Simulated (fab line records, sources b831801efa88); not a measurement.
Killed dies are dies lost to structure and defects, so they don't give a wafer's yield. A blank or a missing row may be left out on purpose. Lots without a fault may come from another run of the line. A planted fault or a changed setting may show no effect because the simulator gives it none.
Which tool did it? | flow sky130 | 14 lots, 42 wafers sampled, at 3 steps of a route of 708

WHAT THE GAUGES READ, wafer by wafer
SKY_VT_ADJUST_HVTP_OVL_MEAS_08. Usual: VT_ADJUST_HVTP_OVL -0.8 nm, standard deviation 1.4.
lot  | measured     | on         | VT_ADJUST_HVTP_OVL (nm) | flag
L721 | day 6 13:13  | overlay-02 | 1.0 1.6 -1.5            |
L723 | day 6 21:13  | overlay-01 | -3.0 -2.9 -2.2          |
L724 | day 7 03:19  | overlay-02 | 0.2 -0.2 0.7            |
L725 | day 7 11:10  | overlay-02 | -1.1 -1.2 -0.6          |
L726 | day 7 17:31  | overlay-01 | 0.1 -1.1 -2.8           |
L727 | day 7 23:16  | overlay-01 | 0.3 -1.3 -1.1           |
L728 | day 8 04:25  | overlay-02 | -2.2 -3.9 -2.7          |
L729 | day 8 11:51  | overlay-02 | 0.9 -1.1 -2.2           |
L730 | day 8 15:49  | overlay-02 | 2.0 1.0 0.0             |
L731 | day 8 21:55  | overlay-02 | -0.6 -0.3 -0.3          |
L737 | day 10 13:30 | overlay-02 | -2.4 -0.8 -1.2          |
L739 | day 10 21:54 | overlay-01 | -1.0 -1.1 -1.1          |
L741 | day 11 14:18 | overlay-02 | -0.3 0.2 1.2            |
L743 | day 11 22:54 | overlay-02 | 0.7 -0.1 -2.2           |

SKY_VT_ADJUST_LVTN_TW_MEAS_21. Usual: VT_ADJUST_LVTN_2_TW 189.3, standard deviation 1.5.
lot  | measured     | on            | VT_ADJUST_LVTN_2_TW | flag
L721 | day 8 05:42  | film_metro-04 | 189.5 190.3 189.7   |
L723 | day 8 13:35  | film_metro-02 | 187.8 188.5 187.8   |
L724 | day 8 20:32  | film_metro-04 | 190.6 189.1 189.2   |
L725 | day 9 05:06  | film_metro-02 | 188.8 188.5 188.3   |
L726 | day 9 11:11  | film_metro-02 | 187.3 188.7 188.6   |
L727 | day 9 17:20  | film_metro-03 | 190.8 191.1 191.1   |
L728 | day 9 22:18  | film_metro-02 | 187.9 187.3 188.2   |
L729 | day 10 07:05 | film_metro-04 | 30.3 30.3 30.3      | OFF
L730 | day 10 10:32 | film_metro-02 | 30.3 30.2 30.2      | OFF
L731 | day 10 16:44 | film_metro-03 | 191.5 191.6 191.0   |
L737 | day 12 11:50 | film_metro-03 | 193.1 192.7 192.5   |
L739 | day 12 21:23 | film_metro-03 | 192.3 191.4 191.5   |
L741 | day 13 15:05 | film_metro-02 | 189.2 189.8 188.9   |
L743 | day 14 00:55 | film_metro-04 | 189.1 189.6 189.4   |

WHICH TOOL RAN EACH LOT (tool, then ch and the chambers of the sampled wafers, then the start)
lot  | SKY_VT_ADJUST_LVTN_IMPLANT_19
L721 | implanter-03 ch 0, day 8 05:28
L723 | implanter-01 ch 0, day 8 13:20
L724 | implanter-04 ch 0, day 8 20:17
L725 | implanter-03 ch 0, day 9 04:52
L726 | implanter-04 ch 0, day 9 10:56
L727 | implanter-01 ch 0, day 9 17:05
L728 | implanter-04 ch 0, day 9 22:04
L729 | implanter-01, day 10 06:50
L730 | implanter-01, day 10 10:17
L731 | implanter-01 ch 0, day 10 16:29
L737 | implanter-01 ch 0, day 12 11:35
L739 | implanter-01 ch 0, day 12 21:08
L741 | implanter-03 ch 0, day 13 14:50
L743 | implanter-01 ch 0, day 14 00:40
- SKY_VT_ADJUST_LVTN_IMPLANT_19

WHAT THE TOOLS THEMSELVES READ (means of the sampled wafers that have a number; where no wafer has one, the mark that the record gives instead)
SKY_VT_ADJUST_LVTN_IMPLANT_19. Usual: beam_energy_keV 30.002, standard deviation 0.0084; beam_on_s 9.99 s, standard deviation 0.21; dose_ions_cm2 6.499e+11, standard deviation 7.1e+08.
lot  | tool         | beam_energy_keV | beam_on_s (s) | dose_ions_cm2 | flag
L721 | implanter-03 | 30.001          | 9.89          | 6.492e+11     |
L723 | implanter-01 | 30.001          | 9.90          | 6.510e+11     |
L724 | implanter-04 | 29.992          | 9.98          | 6.504e+11     |
L725 | implanter-03 | 29.996          | 9.93          | 6.499e+11     |
L726 | implanter-04 | 30.003          | 9.72          | 6.497e+11     |
L727 | implanter-01 | 30.004          | 10.06         | 6.497e+11     |
L728 | implanter-04 | 30.010          | 9.85          | 6.495e+11     |
L729 | implanter-01 | -               | -             | -             | OFF
L730 | implanter-01 | -               | -             | -             | OFF
L731 | implanter-01 | 29.990          | 10.10         | 6.500e+11     |
L737 | implanter-01 | 30.005          | 10.11         | 6.494e+11     |
L739 | implanter-01 | 30.003          | 9.94          | 6.506e+11     |
L741 | implanter-03 | 30.004          | 10.05         | 6.512e+11     |
L743 | implanter-01 | 29.995          | 10.07         | 6.499e+11     |

THE ANSWER, worked out from the rows above alone
Rule: a lot is off if the mean of its wafers that have a number lies more than 3 standard deviations from the usual mean. A lot without any number at a reading at which 4 lots or more have one is off too. The other lots that the step has rows for count as sound. The gauges are gone through in route order, then the tools' own readings, and for those a lot's mean is taken as printed above. The first step at which some lot is off is used, and at that step the reading that is off furthest; a lot without a number counts as furthest.
Off: L729, L730, at SKY_VT_ADJUST_LVTN_TW_MEAS_21 (VT_ADJUST_LVTN_2_TW).
A tool fits if, at a process step before that reading, it ran every lot that is off, and no sound lot after the first of them. The gauges at SKY_VT_ADJUST_LVTN_TW_MEAS_21 aren't tried: what is off there is off at SKY_VT_ADJUST_LVTN_IMPLANT_19 too, on other tools, and a gauge's error can't cause that. None of those tried fits.

WHAT THE SIMULATOR HAD PUT IN
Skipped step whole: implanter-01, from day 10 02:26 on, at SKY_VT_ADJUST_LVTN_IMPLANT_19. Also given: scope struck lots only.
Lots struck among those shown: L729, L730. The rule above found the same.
